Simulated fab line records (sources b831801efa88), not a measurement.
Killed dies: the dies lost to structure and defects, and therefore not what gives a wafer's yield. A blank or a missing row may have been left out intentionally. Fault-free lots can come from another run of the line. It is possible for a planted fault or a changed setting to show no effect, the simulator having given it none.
fab line records -- flow sky130
record lots=6, wafers=18, last_day=50
route steps=708 shown LOCAL_INTERCONNECT@394 CONTACT@406
lots that met no fault: taken from a fault-free run of the same line
start_h: the number of hours between the record's first day and the start of the first shown wafer of the lot -- wait_h: hours elapsed since this lot's preceding step -- " unchanged from the row above -- L1.1+2: a single row standing in for several wafers -- - no value, or no start given -- * or withheld: withheld -- < > ~ a bound
route shown NAME@n: a module of which the file shows steps, and the number in the route of the first -- usual: mean/standard deviation taken from wafers without a fault -- same: alike in all rows -- chamber/n: place in a boat -- sites: readings site by site -- _std_site: the standard deviation of these -- _edge_site: the outer-site mean with the inner-site mean subtracted -- radius_mm: how far each site lies from the wafer's centre -- mask NAME#n: copy n -- behind: the tool/chamber that last shaped the wafer -- hold: why the lot went on hold/how many hours it stayed there/how the hold came to an end -- device: the n, p or np transistor that did not switch -- end of line: the same wafers' tests at the end of the route -- a step with no rows: only its recipe -- killed: count of dies lost to structure and defects at first sort (not the wafer's yield) -- map: the dies of a wafer, with x for killed, . for not killed, _ for no die there
set.NAME: setting as actually run; set.NAME@STEP: the setting as run at that earlier step -- model.NAME: the simulator's own value behind a step, which no gauge read
certain route steps with their lots: each step a table, each wafer a row
services: when a tool's chamber went out of use (start_h, in hours from the record's first day, below 0 if earlier), for how many hours, and the reason
## steps
# step SKY_LOCAL_INTERCONNECT_SOFTBAKE_07
# recipe temp_c=100, time_s=90, resist=KrF-thick
# step SKY_LOCAL_INTERCONNECT_EXPOSE_08
# recipe mask_id=LI1M, na=0.8, source_shape=annular, sigma_inner=0.55, sigma_outer=0.85, target_cd_nm=170, dose_mj=28
# step SKY_LOCAL_INTERCONNECT_PEB_09
# recipe peb_temp_c=withheld, peb_time_s=withheld, resist=KrF-thick
# step SKY_LOCAL_INTERCONNECT_DEVELOP_10
# recipe develop_time_s=60, resist=KrF-thick, dev_temp_c=21
# step SKY_LOCAL_INTERCONNECT_CD_MEAS_11
# recipe target_cd_nm=170
# usual cd_nm=169.8/1.7
lot.wafer,tool,chamber,start_h,wait_h,cd_nm
L433.1,cd_sem-01,-,742.83,-,169.1
L433.2,cd_sem-01,-,742.83,-,165.1
L433.3,cd_sem-01,-,742.83,-,166.8
L434.1,cd_sem-02,-,756.88,-,170.4
L434.5,cd_sem-02,-,756.88,-,171.1
L434.6,cd_sem-02,-,756.88,-,169.7
L435.2,cd_sem-02,-,757.55,-,169.2
L435.4,cd_sem-02,-,757.55,-,169.6
L435.5,cd_sem-02,-,757.55,-,170.7
L447.2,cd_sem-02,-,836.48,-,169.5
L447.3,cd_sem-02,-,836.48,-,168.1
L447.4,cd_sem-02,-,836.48,-,169.2
L450.1,cd_sem-02,-,865.86,-,167.9
L450.2,cd_sem-02,-,865.86,-,168.2
L450.3,cd_sem-02,-,865.86,-,169.6
L453.2,cd_sem-01,-,887.65,-,170.7
L453.3,cd_sem-01,-,887.65,-,170.8
L453.6,cd_sem-01,-,887.65,-,172.0
# step SKY_LOCAL_INTERCONNECT_OVL_MEAS_12
# usual LOCAL_INTERCONNECT_OVL=-3/5.7
lot.wafer,tool,chamber,start_h,wait_h,LOCAL_INTERCONNECT_OVL[nm]
L433.1,overlay-02,-,742.95,0.1,-6
L433.2,overlay-02,-,742.95,0.1,2
L433.3,overlay-02,-,742.95,0.1,1
L434.1,overlay-01,-,757.00,0.1,1
L434.5,overlay-01,-,757.00,0.1,-1
L434.6,overlay-01,-,757.00,0.1,-7
L435.2,overlay-01,-,757.66,0.1,-9
L435.4,overlay-01,-,757.66,0.1,-11
L435.5,overlay-01,-,757.66,0.1,-8
L447.2,overlay-01,-,836.59,0.1,-5
L447.3,overlay-01,-,836.59,0.1,0
L447.4,overlay-01,-,836.59,0.1,1
L450.1,overlay-01,-,865.98,0.1,1
L450.2,overlay-01,-,865.98,0.1,2
L450.3,overlay-01,-,865.98,0.1,6
L453.2,overlay-02,-,887.76,0.1,0
L453.3,overlay-02,-,887.76,0.1,-6
L453.6,overlay-02,-,887.76,0.1,-13
# step SKY_LOCAL_INTERCONNECT_ETCH_13
# recipe chemistry=N2/H2, target=BARC, ion_energy_ev=200, bias_w=100, pressure_mtorr=30, n2_flow_sccm=100, h2_flow_sccm=200, icp_w=500, stop_on=SiO2, time_s=45.9, target_depth_a=600
# usual drypump_motor_current_A=5.3/0.39, oes_product_au=0.855/0.0049, throttle_valve_pct=13.225/0.0089
lot.wafer,tool,chamber,start_h,wait_h,drypump_motor_current_A,oes_product_au,rf_hours_counter_h,throttle_valve_pct
L433.1,rie_metal-04,0,742.99,0.0,5.1,0.850,0.4,13.229
L433.2,rie_metal-04,1,742.99,0.0,5.1,0.860,2.3,13.226
L433.3,rie_metal-04,1,742.99,0.0,5.2,0.860,-,13.212
L434.1,rie_metal-02,1,757.04,0.0,5.8,0.847,2.6,13.238
L434.5,rie_metal-02,0,757.04,0.0,4.9,0.856,-,13.217
L434.6,rie_metal-02,1,757.04,0.0,5.7,0.851,-,13.225
L435.2,rie_metal-04,0,757.69,0.0,5.1,0.852,0.7,13.250
L435.4,rie_metal-04,1,757.69,0.0,5.2,0.856,-,13.203
L435.5,rie_metal-04,0,757.69,0.0,5.1,0.854,-,13.221
L447.2,rie_metal-04,1,836.62,0.0,5.2,0.859,5.2,13.229
L447.3,rie_metal-04,0,836.62,0.0,5.1,0.861,-,13.215
L447.4,rie_metal-04,1,836.62,0.0,5.2,0.862,-,13.223
L450.1,rie_metal-03,1,866.02,0.0,5.2,0.850,2.8,13.225
L450.2,rie_metal-03,0,866.02,0.0,6.3,0.853,1.4,13.220
L450.3,rie_metal-03,1,866.02,0.0,5.1,0.856,-,13.224
L453.2,rie_metal-04,0,887.79,0.0,5.1,0.860,5.0,13.220
L453.3,rie_metal-04,1,887.79,0.0,5.2,0.861,-,13.222
L453.6,rie_metal-04,1,887.79,0.0,5.2,0.852,-,13.226
# step SKY_LOCAL_INTERCONNECT_METAL_ETCH_14
# recipe target_depth_nm=110, stop_on=PSG, chemistry=Cl2/BCl3, target=TiN, resist_sidewall_deg=88, pressure_mtorr=10, icp_w=900, bias_w=48.5, Cl2_flow_sccm=60, bcl3_flow_sccm=30, time_s=31.4
# usual drypump_motor_current_A=5.3/0.39, mfc_cl2_sccm=60.00/0.18, oes_product_au=0.942/0.0072, throttle_valve_pct=21.901/0.0095
lot.wafer,tool,chamber,start_h,wait_h,drypump_motor_current_A,mfc_cl2_sccm,oes_product_au,rf_hours_counter_h,throttle_valve_pct
L433.1,rie_metal-04,0,743.05,0.0,5.1,59.98,0.924,0.4,21.925
L433.2,rie_metal-04,1,743.05,0.0,5.1,59.62,0.925,2.4,21.916
L433.3,rie_metal-04,1,743.05,0.0,5.1,59.75,0.928,-,21.912
L434.1,rie_metal-02,1,757.10,0.0,5.7,59.88,0.941,2.6,21.896
L434.5,rie_metal-02,0,757.10,0.0,4.9,59.68,0.946,-,21.904
L434.6,rie_metal-02,1,757.10,0.0,5.7,60.04,0.939,-,21.886
L435.2,rie_metal-04,0,757.75,0.0,5.1,59.90,0.948,0.7,21.898
L435.4,rie_metal-04,1,757.75,0.0,5.1,60.10,0.950,-,21.884
L435.5,rie_metal-04,0,757.75,0.0,5.1,59.72,0.955,-,21.884
L447.2,rie_metal-04,1,836.68,0.0,5.2,60.16,0.953,5.3,21.885
L447.3,rie_metal-04,0,836.68,0.0,5.1,59.99,0.945,-,21.891
L447.4,rie_metal-04,1,836.68,0.0,5.1,60.23,0.948,-,21.913
L450.1,rie_metal-03,1,866.08,0.0,5.1,60.11,0.940,2.8,21.916
L450.2,rie_metal-03,0,866.08,0.0,6.4,60.10,0.936,1.4,21.914
L450.3,rie_metal-03,1,866.08,0.0,5.1,60.10,0.938,-,21.910
L453.2,rie_metal-04,0,887.85,0.0,5.1,59.83,0.936,5.1,21.895
L453.3,rie_metal-04,1,887.85,0.0,5.1,59.92,0.941,-,21.897
L453.6,rie_metal-04,1,887.85,0.0,5.2,59.92,0.939,-,21.898
# step SKY_LOCAL_INTERCONNECT_STRIP_15
# recipe chemistry=O2/N2, power_w=1400, pressure_mtorr=1500, platen_temp_c=withheld, o2_flow_sccm=3000, n2_flow_sccm=300, overash_fraction=0.5
# usual drypump_motor_current_A=5.41/0.16, oes_product_au=0.426/0.0045, strip_time_to_endpoint_s=4.723/0.021
lot.wafer,tool,chamber,start_h,wait_h,drypump_motor_current_A,oes_product_au,rf_hours_counter_h,strip_time_to_endpoint_s
L433.1,plasma_asher-04,1,743.10,0.0,5.81,0.428,91,4.746
L433.2,plasma_asher-04,0,743.10,0.0,5.41,0.420,91,4.735
L433.3,plasma_asher-04,0,743.10,0.0,5.41,0.431,-,4.756
L434.1,plasma_asher-04,0,757.15,0.0,5.43,0.430,93,4.717
L434.5,plasma_asher-04,0,757.15,0.0,5.41,0.438,-,4.711
L434.6,plasma_asher-04,1,757.15,0.0,5.80,0.428,-,4.730
L435.2,plasma_asher-01,1,757.80,0.0,5.33,0.423,65,4.709
L435.4,plasma_asher-01,1,757.80,0.0,5.35,0.428,-,4.698
L435.5,plasma_asher-01,0,757.80,0.0,5.36,0.430,-,4.698
L447.2,plasma_asher-03,1,836.74,0.0,5.41,0.420,40,4.720
L447.3,plasma_asher-03,1,836.74,0.0,5.37,0.426,-,4.710
L447.4,plasma_asher-03,0,836.74,0.0,5.28,0.424,-,4.748
L450.1,plasma_asher-03,1,866.14,0.0,5.37,0.425,43,4.720
L450.2,plasma_asher-03,0,866.14,0.0,5.28,0.422,43,4.712
L450.3,plasma_asher-03,1,866.14,0.0,5.39,0.427,-,4.731
L453.2,plasma_asher-03,0,887.90,0.0,5.29,0.424,45,4.722
L453.3,plasma_asher-03,0,887.90,0.0,5.28,0.426,-,4.748
L453.6,plasma_asher-03,1,887.90,0.0,5.40,0.427,-,4.736
# step SKY_LOCAL_INTERCONNECT_STRIP_16
# recipe chemistry=post_etch_residue_remover, time_s=1200, temp_c=72.5
# step SKY_LOCAL_INTERCONNECT_CLEAN_17
# recipe chemistry=IPA, time_s=180, temp_c=25
# step SKY_LOCAL_INTERCONNECT_CLEAN_18
# recipe chemistry=O3/DIW, dry=n2_spin
# step SKY_CONTACT_CVD_00
# recipe material=Si3N4, target_thk_nm=75, temp_c=400, time_s=withheld, rf_w=450
# usual heater_power_w=671/100
lot.wafer,tool,chamber,start_h,wait_h,heater_power_w,model.Si3N4_of_CONTACT_CVD_00.thk_nm
L433.1,pecvd-02,0,743.70,0.0,563,74.24
L433.2,pecvd-02,2,743.70,0.0,638,74.76
L433.3,pecvd-02,1,743.70,0.0,952,34.44
L434.1,pecvd-02,2,757.75,0.0,659,75.45
L434.5,pecvd-02,0,757.75,0.0,550,76.69
L434.6,pecvd-02,2,757.75,0.0,648,36.07
L435.2,pecvd-03,2,758.43,0.0,541,74.62
L435.4,pecvd-03,1,758.43,0.0,605,76.07
L435.5,pecvd-03,2,758.43,0.0,553,75.47
L447.2,pecvd-04,0,837.45,0.0,662,74.07
L447.3,pecvd-04,1,837.45,0.0,680,75.2
L447.4,pecvd-04,1,837.45,0.0,695,75.42
L450.1,pecvd-02,0,866.76,0.0,571,75.61
L450.2,pecvd-02,2,866.76,0.0,685,74.67
L450.3,pecvd-02,1,866.76,0.0,914,74.78
L453.2,pecvd-04,2,888.50,0.0,682,73.48
L453.3,pecvd-04,0,888.50,0.0,566,73.98
L453.6,pecvd-04,0,888.50,0.0,576,74.8
# step SKY_CONTACT_THK_MEAS_01
# recipe reads=Si3N4_of_CONTACT_CVD_00
# usual CONTACT_CVD_00_THK=75.1/0.87
lot.wafer,tool,chamber,start_h,wait_h,CONTACT_CVD_00_THK[nm]
L433.1,film_metro-04,-,743.73,-,74.3
L433.2,film_metro-04,-,743.73,-,74.7
L433.3,film_metro-04,-,743.73,-,34.5
L434.1,film_metro-03,-,757.80,-,75.4
L434.5,film_metro-03,-,757.80,-,76.7
L434.6,film_metro-03,-,757.80,-,36.1
L435.2,film_metro-03,-,758.47,-,74.7
L435.4,film_metro-03,-,758.47,-,76.1
L435.5,film_metro-03,-,758.47,-,75.5
L447.2,film_metro-02,-,837.50,-,74.1
L447.3,film_metro-02,-,837.50,-,75.2
L447.4,film_metro-02,-,837.50,-,75.4
L450.1,film_metro-02,-,866.79,-,75.6
L450.2,film_metro-02,-,866.79,-,74.7
L450.3,film_metro-02,-,866.79,-,74.7
L453.2,film_metro-04,-,888.54,-,73.5
L453.3,film_metro-04,-,888.54,-,74.0
L453.6,film_metro-04,-,888.54,-,74.8
# step SKY_CONTACT_HDPCVD_02
# recipe material=SiO2, target_thk_nm=565, sigma_open_frac=0.3, time_s=94.2, temp_c=600, sih4_flow_sccm=60, pressure_mtorr=6
# step SKY_CONTACT_THK_MEAS_03
# recipe reads=SiO2_of_CONTACT_HDPCVD_02
# usual CONTACT_HDPCVD_THK=564/4.5
lot.wafer,tool,chamber,start_h,wait_h,CONTACT_HDPCVD_THK[nm]
L433.1,film_metro-04,-,743.86,0.0,552
L433.2,film_metro-04,-,743.86,0.0,561
L433.3,film_metro-04,-,743.86,0.0,554
L434.1,film_metro-02,-,757.93,0.0,569
L434.5,film_metro-02,-,757.93,0.0,569
L434.6,film_metro-02,-,757.93,0.0,563
L435.2,film_metro-03,-,758.60,0.0,564
L435.4,film_metro-03,-,758.60,0.0,574
L435.5,film_metro-03,-,758.60,0.0,567
L447.2,film_metro-04,-,837.63,0.0,566
L447.3,film_metro-04,-,837.63,0.0,563
L447.4,film_metro-04,-,837.63,0.0,568
L450.1,film_metro-03,-,866.92,0.0,566
L450.2,film_metro-03,-,866.92,0.0,563
L450.3,film_metro-03,-,866.92,0.0,569
L453.2,film_metro-03,-,888.67,0.0,561
L453.3,film_metro-03,-,888.67,0.0,567
L453.6,film_metro-03,-,888.67,0.0,565
# step SKY_CONTACT_CMP_04
# recipe material=SiO2, down_force_psi=4, platen_rpm=60, pad_velocity_m_s=0.94248
# usual motor_current_A=11.9/1.3, slurry_flow_ml_min=149.9/0.43
lot.wafer,tool,chamber,start_h,wait_h,motor_current_A,slurry_flow_ml_min
L433.3,cmp-01,2,743.92,0.0,9.0,148.9
L433.2,cmp-01,3,743.92,0.0,12.6,150.2
L433.1,cmp-01,0,743.92,0.0,12.8,149.4
L434.1,cmp-01,2,757.99,0.1,9.3,149.5
L434.5,cmp-01,2,757.99,0.1,9.2,150.5
L434.6,cmp-01,3,757.99,0.1,11.6,149.8
L435.4,cmp-01,2,758.75,0.1,9.2,149.7
L435.2,cmp-01,3,758.75,0.1,11.7,150.1
L435.5,cmp-01,1,758.75,0.1,13.2,149.7
L447.3,cmp-02,0,837.68,0.0,12.4,150.2
L447.4,cmp-02,1,837.68,0.0,12.6,150.2
L447.2,cmp-02,2,837.68,0.0,12.3,149.0
L450.3,cmp-02,1,866.98,0.0,12.1,149.9
L450.1,cmp-02,2,866.98,0.0,12.5,150.0
L450.2,cmp-02,0,866.98,0.0,12.7,150.2
L453.3,cmp-01,3,888.72,0.0,12.4,149.4
L453.2,cmp-01,2,888.72,0.0,9.7,150.2
L453.6,cmp-01,0,888.72,0.0,12.5,149.7
# step SKY_CONTACT_BOW_MEAS_05
# recipe mode=bow
# usual CONTACT_BOW=83/7.7
lot.wafer,tool,chamber,start_h,wait_h,CONTACT_BOW[um]
L433.1,film_metro-02,-,744.22,0.1,80
L433.2,film_metro-02,-,744.22,0.1,91
L433.3,film_metro-02,-,744.22,0.1,89
L434.1,film_metro-02,-,758.29,0.2,83
L434.5,film_metro-02,-,758.29,0.2,84
L434.6,film_metro-02,-,758.29,0.2,73
L435.2,film_metro-03,-,758.97,0.1,82
L435.4,film_metro-03,-,758.97,0.1,88
L435.5,film_metro-03,-,758.97,0.1,94
L447.2,film_metro-04,-,838.00,0.2,87
L447.3,film_metro-04,-,838.00,0.2,85
L447.4,film_metro-04,-,838.00,0.2,72
L450.1,film_metro-02,-,867.28,0.2,81
L450.2,film_metro-02,-,867.28,0.2,88
L450.3,film_metro-02,-,867.28,0.2,86
L453.2,film_metro-04,-,889.04,0.1,89
L453.3,film_metro-04,-,889.04,0.1,77
L453.6,film_metro-04,-,889.04,0.1,92
# step SKY_CONTACT_DEHYDRATE_06
# recipe temp_c=200, time_s=60
# step SKY_CONTACT_HMDS_07
# recipe prime_time_s=60, prime_temp_c=120
# step SKY_CONTACT_COAT_08
# recipe resist=BARC, temp_c=withheld, time_s=withheld, spin_rpm=3000, resist_thk_nm=60
# step SKY_CONTACT_COAT_09
# recipe resist=KrF-thick, spin_rpm=3000, resist_thk_nm=450
# step SKY_CONTACT_SOFTBAKE_10
# recipe temp_c=100, time_s=90, resist=KrF-thick
# step SKY_CONTACT_EXPOSE_11
# recipe mask_id=CTM1, na=0.8, source_shape=annular, sigma_inner=0.55, sigma_outer=0.85, target_cd_nm=170, dose_mj=38
# step SKY_CONTACT_PEB_12
# recipe peb_temp_c=withheld, peb_time_s=withheld, resist=KrF-thick
# step SKY_CONTACT_DEVELOP_13
# recipe develop_time_s=60, resist=KrF-thick, dev_temp_c=21
# step SKY_CONTACT_CD_MEAS_14
# recipe target_cd_nm=170
# usual cd_nm=170.0/1.4
lot.wafer,tool,chamber,start_h,wait_h,cd_nm
L433.1,cd_sem-02,-,772.21,-,170.1
L433.2,cd_sem-02,-,772.21,-,170.8
L433.3,cd_sem-02,-,772.21,-,170.0
L434.1,cd_sem-01,-,785.46,-,168.5
L434.5,cd_sem-01,-,785.46,-,169.5
L434.6,cd_sem-01,-,785.46,-,169.6
L435.2,cd_sem-01,-,786.53,-,170.3
L435.4,cd_sem-01,-,786.53,-,171.1
L435.5,cd_sem-01,-,786.53,-,170.7
L447.2,cd_sem-02,-,864.93,-,168.9
L447.3,cd_sem-02,-,864.93,-,167.8
L447.4,cd_sem-02,-,864.93,-,169.9
L450.1,cd_sem-01,-,893.38,-,170.0
L450.2,cd_sem-01,-,893.38,-,169.0
L450.3,cd_sem-01,-,893.38,-,170.4
L453.2,cd_sem-01,-,914.23,-,172.7
L453.3,cd_sem-01,-,914.23,-,171.7
L453.6,cd_sem-01,-,914.23,-,172.0
# step SKY_CONTACT_OVL_MEAS_15
# usual CONTACT_OVL=-1/5.4
lot.wafer,tool,chamber,start_h,wait_h,CONTACT_OVL[nm]
L433.1,overlay-01,-,772.33,0.1,-1
L433.2,overlay-01,-,772.33,0.1,-6
L433.3,overlay-01,-,772.33,0.1,0
L434.1,overlay-02,-,785.58,0.1,5
L434.5,overlay-02,-,785.58,0.1,6
L434.6,overlay-02,-,785.58,0.1,0
L435.2,overlay-01,-,786.64,0.1,-4
L435.4,overlay-01,-,786.64,0.1,0
L435.5,overlay-01,-,786.64,0.1,1
L447.2,overlay-01,-,865.04,0.1,-6
L447.3,overlay-01,-,865.04,0.1,-8
L447.4,overlay-01,-,865.04,0.1,-5
L450.1,overlay-01,-,893.50,0.1,-1
L450.2,overlay-01,-,893.50,0.1,0
L450.3,overlay-01,-,893.50,0.1,-7
L453.2,overlay-01,-,914.34,0.1,4
L453.3,overlay-01,-,914.34,0.1,-11
L453.6,overlay-01,-,914.34,0.1,-3
# step SKY_CONTACT_ETCH_16
# recipe chemistry=N2/H2, target=BARC, ion_energy_ev=200, source_w=500, bias_w=100, pressure_mtorr=30, n2_flow_sccm=100, h2_flow_sccm=200, stop_on=SiO2, time_s=45.9, target_depth_a=600
# step SKY_CONTACT_ETCH_17
# recipe target=SiO2, chemistry=C4F8/O2/Ar, stop_on=Si3N4, mask_material=KrF-thick, source_w=1500, bias_w=1200, pressure_mtorr=40, c4f8_flow_sccm=withheld, O2_flow_sccm=6, Ar_flow_sccm=300, time_s=withheld, target_depth_a=3400
# step SKY_CONTACT_ETCH_18
# recipe target=Si3N4, chemistry=CHF3/O2, stop_on=TiN, source_w=600, bias_w=200, pressure_mtorr=40, chf3_flow_sccm=50, O2_flow_sccm=5, time_s=39, target_depth_a=750
# usual drypump_motor_current_A=5.8/0.57, oes_product_au=0.855/0.0067, throttle_valve_pct=8.794/0.0093
lot.wafer,tool,chamber,start_h,wait_h,drypump_motor_current_A,oes_product_au,rf_hours_counter_h,throttle_valve_pct,model.etch.depth_nm
L433.1,rie_diel-02,1,-,-,5.9,0.836,7,8.784,74.24
L433.2,rie_diel-02,2,-,-,5.0,0.856,18,8.804,74.76
L433.3,rie_diel-02,0,-,-,6.5,0.591,8,8.721,34.44
L434.1,rie_diel-03,0,-,-,6.8,0.855,14,8.805,75.45
L434.5,rie_diel-03,3,-,-,5.5,0.865,-,8.817,76.69
L434.6,rie_diel-03,0,-,-,6.8,0.615,-,8.720,36.07
L435.2,rie_diel-02,3,-,-,5.7,0.853,0,8.794,74.62
L435.4,rie_diel-02,1,-,-,5.9,0.859,8,8.804,76.07
L435.5,rie_diel-02,3,-,-,5.7,0.861,-,8.796,75.47
L447.2,rie_diel-01,1,-,-,4.9,0.853,5,8.774,74.07
L447.3,rie_diel-01,3,-,-,5.2,0.855,6,8.778,75.2
L447.4,rie_diel-01,0,-,-,5.6,0.860,9,8.780,75.42
L450.1,rie_diel-02,0,-,-,6.5,0.854,11,8.789,75.61
L450.2,rie_diel-02,2,-,-,5.0,0.855,22,8.782,74.67
L450.3,rie_diel-02,3,-,-,5.7,0.851,4,8.786,74.78
L453.2,rie_diel-02,1,-,-,5.9,0.836,12,8.778,73.48
L453.3,rie_diel-02,2,-,-,5.0,0.853,23,8.806,73.98
L453.6,rie_diel-02,3,-,-,5.7,0.857,-,8.794,74.8
# step SKY_CONTACT_STRIP_19
# recipe chemistry=O2/N2, power_w=1400, pressure_mtorr=1500, platen_temp_c=withheld, o2_flow_sccm=3000, n2_flow_sccm=300, overash_fraction=0.5
# usual drypump_motor_current_A=5.6/0.37, oes_product_au=0.381/0.0045, strip_time_to_endpoint_s=3.618/0.023
lot.wafer,tool,chamber,start_h,wait_h,drypump_motor_current_A,oes_product_au,rf_hours_counter_h,strip_time_to_endpoint_s
L433.1,plasma_asher-01,1,772.50,-,5.3,0.380,66,3.589
L433.2,plasma_asher-01,0,772.50,-,5.4,0.382,66,3.626
L433.3,plasma_asher-01,1,772.50,-,5.3,0.386,-,3.643
L434.1,plasma_asher-01,1,785.75,-,5.3,0.385,68,3.636
L434.5,plasma_asher-01,1,785.75,-,5.3,0.387,-,3.622
L434.6,plasma_asher-01,0,785.75,-,5.4,0.382,-,3.595
L435.2,plasma_asher-01,1,786.80,-,5.3,0.379,68,3.648
L435.4,plasma_asher-01,1,786.80,-,5.3,0.377,-,3.635
L435.5,plasma_asher-01,1,786.80,-,5.3,0.391,-,3.663
L447.2,plasma_asher-02,0,865.20,-,6.4,0.380,13,3.625
L447.3,plasma_asher-02,0,865.20,-,6.4,0.382,-,3.614
L447.4,plasma_asher-02,1,865.20,-,5.4,0.378,-,3.601
L450.1,plasma_asher-01,0,893.67,-,5.4,0.380,79,3.656
L450.2,plasma_asher-01,1,893.67,-,5.3,0.375,79,3.600
L450.3,plasma_asher-01,1,893.67,-,5.4,0.380,-,3.633
L453.2,plasma_asher-02,0,914.50,-,6.3,0.388,18,3.602
L453.3,plasma_asher-02,1,914.50,-,5.4,0.386,-,3.602
L453.6,plasma_asher-02,1,914.50,-,5.4,0.384,-,3.654
## services
tool,chamber,start_h,hours,kind
plasma_asher-03,-,719.11,4.5,repair
pecvd-02,2,724.81,3.9,repair
pecvd-02,0,727.19,7.2,repair
plasma_asher-02,-,733.75,9.0,pm
rie_metal-02,-,736.12,1.9,repair
cmp-02,-,742.85,8.2,pm
pecvd-02,1,746.11,12.7,repair
rie_diel-02,3,746.72,8.6,repair
cmp-02,-,751.01,4.0,pm
cmp-02,-,754.61,2.1,repair
rie_diel-02,3,758.02,6.4,repair
rie_metal-03,-,763.90,0.3,repair
pecvd-04,0,765.77,12.3,repair
pecvd-04,-,769.80,2.8,pm
rie_metal-04,-,770.84,1.5,repair
pecvd-02,-,772.55,2.8,pm
rie_diel-02,0,854.46,4.2,repair
pecvd-02,-,860.03,5.0,repair
rie_diel-02,3,869.84,14.6,repair
rie_metal-04,-,872.41,2.8,pm
rie_diel-02,0,874.11,9.6,repair
rie_diel-02,0,885.51,1.2,repair
cmp-01,-,895.85,2.3,repair
cmp-01,-,912.00,4.0,pm
## key
first_sign step=SKY_CONTACT_THK_MEAS_01, reading=CONTACT_CVD_00_THK, direction=down, sigmas=46, usual=75.1, struck=35.3
effect step=SKY_CONTACT_ETCH_18, reading=oes_product_au, direction=down, sigmas=37, usual=0.855, struck=0.603
model_effect step=SKY_CONTACT_CVD_00, value=Si3N4_of_CONTACT_CVD_00.thk_nm, without=75.63, struck=35.25
model_effect step=SKY_CONTACT_ETCH_18, value=etch.depth_nm, without=75.63, struck=35.25
met_at SKY_CONTACT_CVD_00
struck_wafers L433.3,L434.6
tester_left_out L433,L434
fault kind=process_parameter_drift, tool=pecvd-02, chamber=-, onset_h=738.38, steps=SKY_CONTACT_CVD_00, channel=target_thk_nm, offset=-40.426, shape=step, end_h=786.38, scope=struck_wafers_only, acts_in=these_recipes_only, stated=75
# tester_left_out: of these lots the tester's yield and bins aren't shown, on N5 and GAA mostly nor the transistor test; their killed dies are dies lost to structure and defects alone, not to doping, threshold or leakage, so they don't give the yield
